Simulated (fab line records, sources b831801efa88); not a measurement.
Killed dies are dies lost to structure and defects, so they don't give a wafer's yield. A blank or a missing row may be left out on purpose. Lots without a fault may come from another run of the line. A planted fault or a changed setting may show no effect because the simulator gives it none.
One fault seen from 2 desks | flow gf180mcu | each desk has only its own numbers; what lay behind them comes last

THE METROLOGY DESK
What the gauges read, lot by lot, whatever tool the lot ran on: means of the sampled wafers that have a number. A lot is out of limits, marked OUT, if its mean lies more than 4 standard deviations from the usual mean; the brackets give that distance.
Columns: A = V1_OVL at GF_V1_OVL_MEAS_15, usual -5 nm
lot  | first seen here | A
L831 | day 18 00:37    | -0
L832 | day 18 10:01    | -8
L835 | day 19 19:34    | -11
L838 | day 20 18:20    | -11
L844 | day 23 07:01    | -3
L845 | day 23 10:01    | -5
L846 | day 23 18:43    | -5
L847 | day 24 03:31    | -4
L848 | day 24 06:40    | -4
L850 | day 24 20:58    | 3
L852 | day 25 06:52    | -9
This desk's finding: nothing out of limits on any of the 11 lots.

THE TOOL OWNER'S DESK: rie_metal-01
The tool's own readings at GF_M2_METAL_ETCH_16 (etches the open film in Cl2/BCl3, stops on SiO2, target depth 750.8 nm, time 125.1 s): means of the sampled wafers that have a number, for each lot that ran on this tool. A lot is out of limits, marked OUT, if its mean lies more than 4 standard deviations from the usual mean; the brackets give that distance.
Columns: A = drypump_motor_current_A at GF_M2_METAL_ETCH_16, usual 5.7 A; B = mfc_cl2_sccm at GF_M2_METAL_ETCH_16, usual 79.99 sccm; C = oes_product_au at GF_M2_METAL_ETCH_16, usual 0.989 a.u.; D = run_length_s at GF_M2_METAL_ETCH_16, usual 153.5 s; E = throttle_valve_pct at GF_M2_METAL_ETCH_16, usual 28.231 %
lot  | first seen here | A   | B     | C               | D               | E
L832 | day 19 11:27    | 5.3 | 80.07 | 0.993           | 153.2           | 28.234
L835 | day 20 21:24    | 5.4 | 79.90 | 0.869 (-22) OUT | 187.5 (+35) OUT | 28.369 (+13) OUT
L838 | day 21 20:18    | 5.3 | 80.10 | 0.869 (-22) OUT | 188.0 (+36) OUT | 28.366 (+12) OUT
L844 | day 24 07:07    | 5.3 | 79.91 | 0.991           | 156.2           | 28.232
L846 | day 24 18:09    | 5.4 | 79.85 | 0.992           | 152.9           | 28.236
L852 | day 26 06:18    | 5.4 | 79.92 | 0.990           | 152.8           | 28.225
This desk's finding: out of limits on L835, L838; first on L835, day 20 21:24 (oes_product_au at GF_M2_METAL_ETCH_16). In limits: L832, L844, L846, L852.

PUT TOGETHER
The tool owner's desk could have raised an alarm at day 20 21:24, on L835, L838.
The metrology desk saw nothing out of limits.
The metrology desk has L835, L838 on record, within its limits.
Of the lots named, all ran GF_M2_METAL_ETCH_16 on rie_metal-01.

WHAT THE SIMULATOR HAD PUT IN
Process parameter drift: rie_metal-01, from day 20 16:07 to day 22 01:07, at GF_M2_METAL_ETCH_16. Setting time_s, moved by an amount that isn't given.
Lots struck among those shown: L835, L838.
Hours from the fault's start to each desk's first reading out of limits: the tool owner's desk, 5.
